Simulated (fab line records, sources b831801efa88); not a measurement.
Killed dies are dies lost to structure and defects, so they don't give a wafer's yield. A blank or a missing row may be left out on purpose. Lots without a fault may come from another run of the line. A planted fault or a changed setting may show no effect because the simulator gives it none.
One fault seen from 2 desks | flow gf180mcu | each desk has only its own numbers; what lay behind them comes last

THE TOOL OWNER'S DESK: implanter-01
The tool's own readings at GF_NWELL_IMPLANT_08: means of the sampled wafers that have a number, for each lot that ran on this tool. A lot is out of limits, marked OUT, if its mean lies more than 4 standard deviations from the usual mean; the brackets give that distance.
Columns: A = beam_energy_keV at GF_NWELL_IMPLANT_08, usual 449.99
lot  | first seen here | A
L600 | day 3 18:35     | 450.03
L607 | day 5 07:44     | 449.87
L608 | day 5 14:17     | 449.96
L609 | day 5 19:28     | 460.64 (+71) OUT
L611 | day 6 06:19     | 460.54 (+70) OUT
This desk's finding: out of limits on L609, L611; first on L609, day 5 19:28 (beam_energy_keV at GF_NWELL_IMPLANT_08). In limits: L600, L607, L608.

THE METROLOGY DESK
What the gauges read, lot by lot, whatever tool the lot ran on: means of the sampled wafers that have a number. A lot is out of limits, marked OUT, if its mean lies more than 4 standard deviations from the usual mean; the brackets give that distance.
Columns: A = MVSD_TW at GF_MVSD_TW_MEAS_11, usual 1584
lot  | first seen here | A
L599 | day 4 16:40     | 1575
L600 | day 4 22:23     | 1581
L601 | day 5 01:50     | 1587
L603 | day 5 14:38     | 1586
L604 | day 5 17:38     | 1584
L605 | day 6 06:23     | 1578
L606 | day 6 08:56     | 1573
L607 | day 6 14:41     | 1584
L608 | day 6 21:52     | 1590
L609 | day 7 01:54     | 1589
L610 | day 7 07:35     | 1586
L611 | day 7 14:23     | 1577
L615 | day 8 11:05     | 1596
L619 | day 9 10:26     | 1589
This desk's finding: nothing out of limits on any of the 14 lots.

PUT TOGETHER
The tool owner's desk could have raised an alarm at day 5 19:28, on L609, L611.
The metrology desk saw nothing out of limits.
The metrology desk has L609, L611 on record, within its limits.
Of the lots named, all ran GF_NWELL_IMPLANT_08 on implanter-01.

WHAT THE SIMULATOR HAD PUT IN
Process parameter drift: implanter-01, from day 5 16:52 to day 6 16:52, at GF_NWELL_IMPLANT_08. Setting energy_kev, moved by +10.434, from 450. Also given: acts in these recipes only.
Lots struck among those shown: L609, L611.
Hours from the fault's start to each desk's first reading out of limits: the tool owner's desk, 3.
